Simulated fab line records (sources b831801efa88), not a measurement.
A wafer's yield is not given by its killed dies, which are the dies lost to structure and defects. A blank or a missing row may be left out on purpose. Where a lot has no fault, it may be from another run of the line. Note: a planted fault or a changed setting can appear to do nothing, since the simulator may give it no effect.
Which tool did it?	flow sky130	at 1 step of a route of 708, 7 lots with 21 wafers sampled

WHAT EACH GAUGE READ, for each wafer
SKY_METAL1_OVL_MEAS_16.
lot	measured	on	METAL1_OVL (nm)
L670	day 34 19:08	overlay-01	-1 -2 -9
L680	day 38 09:13	overlay-01	6 -4 4
L683	day 39 13:40	overlay-01	-2 -5 0
L686	day 39 21:04	overlay-02	-4 0 6
L687	day 40 09:13	overlay-01	10 6 8
L689	day 40 16:07	overlay-01	-6 2 4
L691	day 41 00:10	overlay-01	0 -10 -9

WHAT TOOL EACH LOT RAN ON (gives the tool, then ch and the chambers of the sampled wafers, and finally the start)
The record holds no process step before these readings.

THE ANSWER, worked out from the rows above alone
Rule: usual is defined by the lots themselves. The widest of any qualifying gaps counts: lots, ordered by their means at a reading, are off when they make up no more than a third of the lots, leave a main group of 4 or more, and stand apart from it by 3 or more times the standard deviation of that group's means. If all means in a main group match to the digits the tables above print for the reading, that group is not used. Also off: a lot with no number at a reading for which 4 or more lots have one. The other lots that the step has rows for count as sound.
No lot is off on any of the readings shown, so nothing can be concluded from this.

WHAT THE SIMULATOR HAD PUT IN
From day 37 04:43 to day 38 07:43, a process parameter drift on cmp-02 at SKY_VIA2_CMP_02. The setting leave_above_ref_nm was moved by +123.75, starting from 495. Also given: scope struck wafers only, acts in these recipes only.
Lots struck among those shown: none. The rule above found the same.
